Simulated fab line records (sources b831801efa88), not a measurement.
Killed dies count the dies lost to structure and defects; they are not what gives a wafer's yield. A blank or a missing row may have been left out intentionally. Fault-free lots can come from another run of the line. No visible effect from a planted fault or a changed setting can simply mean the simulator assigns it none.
A struck lot beside a sound one / flow sfqLine / 42 out of 325 route steps
Sound: the wafers L919.1, L919.4, L919.6. Struck: wafer L922.5. (L922.3, L922.4 of the same lot were not struck and are left out.) The cause comes at the end.
At each step with rows: each side's tool, then ch and its chambers, then its first start. Under that, the readings that differ: sound wafers / struck wafers / difference of the means / sigmas: that difference in standard deviations of wafers without a fault.
alike: same words and numbers on both sides, and readings whose means sit less than 2 such deviations apart. not compared: any withheld reading, any reading some wafer has no value for, any bound like >300 that may hide the same value, and any number with overlapping values for which the record gives no deviation.
Wherever a step has rows on one side only, a row that says differs or no value, or a row with sigmas, the two part there. When numbers do not overlap yet have no deviation, they are printed without sigmas and do not part them. A reading missing from all wafers of one side parts the sides only when that side holds two or more wafers.

first, 6 steps without rows for these wafers: SFQ_TRILAYER_M4_LITHO_COAT_098 (resist thk 62 nm); SFQ_TRILAYER_M4_LITHO_COAT_093 (resist thk 600 nm); SFQ_TRILAYER_M4_LITHO_SOFTBAKE_097; SFQ_TRILAYER_M4_LITHO_EXPOSE_094 (exposes mask M4, target cd 500 nm); SFQ_TRILAYER_M4_LITHO_PEB_096 (peb time 60 s); SFQ_TRILAYER_M4_LITHO_DEVELOP_095 (time 60 s).
SFQ_M4_OVL_MEAS_926:
  sound on overlay-01, day 50 01:35; struck on overlay-02, day 51 11:08
  alike: M4_OVL
SFQ_TRILAYER_M4_BARC_OPEN_METAL_ETCH_123: etches BARC in O2, target depth 125 nm, time 41.7 s.
  sound on rieMetal-02 ch 0,1, day 50 01:38; struck on rieMetal-03 ch 1, day 51 11:10
  alike: biasW, drypumpMotorCurrentA, heBacksideLeakSccm, oesProductAu
  not compared: rfHoursCounterH
then, 1 step without rows for these wafers: SFQ_TRILAYER_M4_ETCH_METAL_ETCH_096 (etches Nb in Cl2/Ar, stops on SiO2, target depth 240 nm, time 120 s).
SFQ_TRILAYER_M4_STRIP_STRIP_097: strips in O2.
  sound on rieMetal-02 ch 0,1, day 50 01:49; struck on rieMetal-03 ch 1, day 51 11:32
  alike: drypumpMotorCurrentA, heBacksideLeakSccm, oesProductAu
  not compared: rfHoursCounterH
then, 1 step without rows for these wafers: SFQ_TRILAYER_M4_STRIP_SOLV_CLEAN_098 (cleans in NMP, time 600 s).
SFQ_TRILAYER_I4_DEP_PECVD_099: deposits SiO2 from SiH4/N2O, time 111.11 s, target thk 500 nm.
  sound on pecvd-02 ch 0,1, day 50 02:35; struck on pecvd-04 ch 2, day 51 12:09
  alike: heaterPowerW, throttleValvePct
SFQ_TRILAYER_I4_CMP_CMP_100: polishes SiO2.
  sound on cmp-02 ch 1,2, day 50 13:59; struck on cmp-01 ch 1, day 51 22:48
reading=slurryFlowMlMin; sound=150.0 151.3 149.9; struck=149.2; difference=-1.2; sigmas=-2
reading=model.SiO2_of_TRILAYER_I4_DEP_PECVD_099.thkNm (nm); sound=199.9 198.8 199.6; struck=221; difference=+22; sigmas=
  alike: motorCurrentA, timeToEndpointS
SFQ_I4_BOW_MEAS_927:
  sound on filmMetro-04, day 50 16:29; struck on filmMetro-03, day 52 01:10
  not compared: I4_BOW
SFQ_TRILAYER_I4_METRO_MEASURE_101:
  sound on filmMetro-04, day 50 16:37; struck on filmMetro-03, day 52 06:24
reading=thkNm (nm); sound=199.8 198.9 199.8; struck=221.1; difference=+21.6; sigmas=+20
then, 6 steps without rows for these wafers: SFQ_TRILAYER_I4_VIA_LITHO_COAT_108 (resist thk 62 nm); SFQ_TRILAYER_I4_VIA_LITHO_COAT_103 (resist thk 650 nm); SFQ_TRILAYER_I4_VIA_LITHO_SOFTBAKE_107; SFQ_TRILAYER_I4_VIA_LITHO_EXPOSE_104 (exposes mask I4, target cd 700 nm); SFQ_TRILAYER_I4_VIA_LITHO_PEB_106 (peb time 60 s); SFQ_TRILAYER_I4_VIA_LITHO_DEVELOP_105 (time 60 s).
-- the record jumps here: 4 days lie between the struck wafers' starts before and after --
SFQ_I4_OVL_MEAS_928:
  sound on overlay-02, day 55 09:32; struck on overlay-02, day 56 13:08
  alike: I4_OVL
then, 1 step without rows for these wafers: SFQ_TRILAYER_I4_VIA_BARC_OPEN_VIA_ETCH_146 (etches BARC in O2, target depth 125 nm, time 41.7 s).
SFQ_TRILAYER_I4_VIA_ETCH_VIA_ETCH_106: etches SiO2 in CHF3, stops on Nb, target depth 260 nm.
  sound on rieDiel-02 ch 0,1,2, day 55 09:37; struck on rieDiel-04 ch 0, day 56 13:13
reading=oesProductAu (a.u.); sound=0.860 0.861 0.855; struck=0.901; difference=+0.042; sigmas=+8
reading=model.I4.featureDepthNm (nm); sound=199.9 198.8 199.6; struck=221; difference=+22; sigmas=
reading=model.etch.depthNm (nm); sound=199.9 198.8 199.6; struck=221; difference=+22; sigmas=
  alike: biasW, drypumpMotorCurrentA
SFQ_TRILAYER_I4_VIA_STRIP_STRIP_107: strips in O2.
  sound on rieMetal-01 ch 0, day 55 09:43; struck on rieMetal-04 ch 0, day 56 13:31
reading=oesProductAu (a.u.); sound=1.019 1.016 1.023; struck=0.994; difference=-0.025; sigmas=-2
  alike: drypumpMotorCurrentA, heBacksideLeakSccm
  not compared: rfHoursCounterH
then, 6 steps without rows for these wafers: SFQ_TRILAYER_I4_VIA_STRIP_SOLV_CLEAN_108 (cleans in NMP, time 600 s); SFQ_TRILAYER_JJ_TRILAYER_DEP_PRE_CLEAN_113 (time 22.5 s); SFQ_TRILAYER_JJ_TRILAYER_DEP_SPUTTER_109 (material Nb, target thk 150 nm, time 100 s); SFQ_TRILAYER_JJ_TRILAYER_DEP_SPUTTER_110 (material Al, target thk 8 nm, time 10 s); SFQ_TRILAYER_JJ_TRILAYER_DEP_AL_OXIDATION_111 (oxidation time 600 s); SFQ_TRILAYER_JJ_TRILAYER_DEP_SPUTTER_112 (material Nb, target thk 170 nm, time 113.3 s).
SFQ_JJ_RS_MEAS_929: measures by four-point-probe.
  sound on filmMetro-01, day 55 11:42; struck on filmMetro-04, day 56 15:20
reading=JJ_NB_RS (ohm/sq); sound=1.072 1.065 1.067; struck=1.042; difference=-0.026; sigmas=-2
then, 6 steps without rows for these wafers: SFQ_TRILAYER_JJ_CE_LITHO_COAT_119 (resist thk 62 nm); SFQ_TRILAYER_JJ_CE_LITHO_COAT_114 (resist thk 600 nm); SFQ_TRILAYER_JJ_CE_LITHO_SOFTBAKE_118; SFQ_TRILAYER_JJ_CE_LITHO_EXPOSE_115 (exposes mask J5, target cd 700 nm); SFQ_TRILAYER_JJ_CE_LITHO_PEB_117 (peb time 60 s); SFQ_TRILAYER_JJ_CE_LITHO_DEVELOP_116 (time 60 s).
-- the record jumps here: 5 days lie between the struck wafers' starts before and after --
SFQ_JJ_OVL_MEAS_931:
  sound on overlay-01, day 60 16:42; struck on overlay-01, day 61 11:49
reading=J5_OVL (nm); sound=6 7 14; struck=-4; difference=-13; sigmas=-2
then, 1 step without rows for these wafers: SFQ_TRILAYER_JJ_CE_METRO_MEASURE_117.
SFQ_TRILAYER_JJ_CE_BARC_OPEN_RIE_150: chemistry O2, target BARC, target depth 240 nm, time 80 s.
  sound on rieMetal-03 ch 0,1, day 60 17:56; struck on rieMetal-04 ch 0, day 61 13:04
  alike: biasW, drypumpMotorCurrentA, heBacksideLeakSccm, oesProductAu
  not compared: rfHoursCounterH
-- the record jumps here: 5 days lie between the struck wafers' starts before and after --
SFQ_TRILAYER_M5_ETCH_METAL_ETCH_126: etches Nb in Cl2/BCl3, stops on SiO2, time 203.2 s, target depth 265 nm.
  sound on rieMetal-04 ch 0,1, day 65 09:24; struck on rieMetal-01 ch 1, day 66 07:04
reading=biasW (W); sound=79.57 79.98 80.04; struck=80.40; difference=+0.54; sigmas=+2
reading=model.SiO2_of_TRILAYER_I4_DEP_PECVD_099.thkNm (nm); sound=180.1 179.1 180.1; struck=201.2; difference=+21.4; sigmas=
  alike: drypumpMotorCurrentA, heBacksideLeakSccm, oesProductAu
  not compared: rfHoursCounterH

WHERE THEY PART
At SFQ_TRILAYER_I4_CMP_CMP_100 first; at SFQ_TRILAYER_M5_ETCH_METAL_ETCH_126 last (within this record only).

WHY: what the simulator had put in
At SFQ_TRILAYER_I4_CMP_CMP_100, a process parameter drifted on cmp-01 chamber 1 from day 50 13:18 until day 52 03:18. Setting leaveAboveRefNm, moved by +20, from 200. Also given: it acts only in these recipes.
